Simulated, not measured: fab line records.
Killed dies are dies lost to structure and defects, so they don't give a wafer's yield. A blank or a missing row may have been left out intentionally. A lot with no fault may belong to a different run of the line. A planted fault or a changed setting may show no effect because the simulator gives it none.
Which tool did it? | flow sky130 | 15 lots, 45 wafers sampled, at 2 steps of a route of 708

== WHAT EACH GAUGE READ, for each wafer ==
The record holds no reading of a measuring or inspecting step that can be judged against a usual standard deviation.

== WHICH TOOL RAN EACH LOT (tool, then ch and the chambers of the sampled wafers, then the start) ==
lot  | SKY_METAL3_DEVELOP_12             | SKY_PAD_OPEN_PROBE_99
L816 | litho_track-02 ch 0, day 38 10:00 | -
L818 | litho_track-03 ch 0, day 38 23:00 | -
L817 | litho_track-02 ch 0, day 39 02:00 | -
L819 | litho_track-03 ch 0, day 39 12:00 | -
L820 | litho_track-04 ch 0, day 39 16:00 | -
L825 | litho_track-02 ch 0, day 41 10:00 | -
L826 | litho_track-03 ch 0, day 41 12:00 | prober-02, day 48 05:31
L827 | litho_track-03 ch 0, day 41 21:00 | prober-01, day 48 12:32
L829 | litho_track-03 ch 0, day 42 10:00 | -
L831 | litho_track-04 ch 0, day 43 02:00 | -
L834 | litho_track-04 ch 0, day 43 19:00 | -
L835 | litho_track-02 ch 0, day 44 00:00 | -
L836 | litho_track-02 ch 0, day 44 09:00 | -
L838 | litho_track-03 ch 0, day 44 21:00 | -
L839 | litho_track-03 ch 0, day 45 00:00 | -
- SKY_METAL3_DEVELOP_12: develop time 60 s.
- SKY_PAD_OPEN_PROBE_99

== WHAT THE TOOLS THEMSELVES READ (means of the sampled wafers that have a number; where no wafer has one, the mark that the record gives instead) ==
SKY_METAL3_DEVELOP_12.
lot  | tool           | developer_temp_C (C) | exhaust_pa (Pa)
L816 | litho_track-02 | 21.03                | 44.9
L818 | litho_track-03 | 21.02                | 44.9
L817 | litho_track-02 | 20.94                | 46.8
L819 | litho_track-03 | 20.89                | 44.6
L820 | litho_track-04 | 20.82                | 44.7
L825 | litho_track-02 | 20.93                | 45.1
L826 | litho_track-03 | 21.83                | 45.2
L827 | litho_track-03 | 21.92                | 44.0
L829 | litho_track-03 | 21.92                | 43.8
L831 | litho_track-04 | 21.02                | 45.3
L834 | litho_track-04 | 21.14                | 44.9
L835 | litho_track-02 | 20.89                | 45.8
L836 | litho_track-02 | 21.02                | 44.6
L838 | litho_track-03 | 20.98                | 44.5
L839 | litho_track-03 | 20.98                | 45.1

SKY_PAD_OPEN_PROBE_99.
lot  | tool      | defect_limited_yield (%) | killed_at_M0_to_M3 | killed_at_M4_up | killed_at_contacts | killed_at_front_end | killed_at_other | killed_dies | killed_open | killed_short | sort_bin_3_pad_short (%) | sort_bin_5_function (%) | sort_bin_6_memory (%) | sort_n_pass | sort_yield_pct (%)
L826 | prober-02 | 82.4                     | 50                 | 4.0             | 24                 | 8                   | 0.3             | 86          | 48          | 38           | 1.0                      | 10.0                    | 6.5                   | 406         | 82.4
L827 | prober-01 | 80.9                     | 44                 | 2.0             | 27                 | 21                  | 0.0             | 94          | 49          | 45           | 1.2                      | 11.4                    | 6.5                   | 398         | 80.9

== THE ANSWER, worked out from the rows above alone ==
Rule: the usual values come from the lots themselves. The widest of any qualifying gaps counts: lots, ordered by their means at a reading, are off when they make up no more than a third of the lots, leave a main group of 4 or more, and stand apart from it by 3 or more times the standard deviation of that group's means. Not used: any main group whose means are identical at the precision the tables above print for the reading. A lot without any number at a reading at which 4 lots or more have one is off too. The other lots that the step has rows for count as sound. The gauges are gone through in route order, then the tools' own readings, and for those a lot's mean is taken as printed above. The first step at which some lot is off is used, and at that step the reading that is off furthest; a lot without a number counts as furthest.
Off: L826, L827, L829 (SKY_METAL3_DEVELOP_12, developer_temp_C). Mean 20.97 C and standard deviation 0.081 in the main group.
If a tool, at that step or one of the process steps before it, ran each lot that is off and ran no sound lot following the first of them, it fits. Not one of the candidates tried fits.

== WHAT WAS PUT IN BY THE SIMULATOR ==
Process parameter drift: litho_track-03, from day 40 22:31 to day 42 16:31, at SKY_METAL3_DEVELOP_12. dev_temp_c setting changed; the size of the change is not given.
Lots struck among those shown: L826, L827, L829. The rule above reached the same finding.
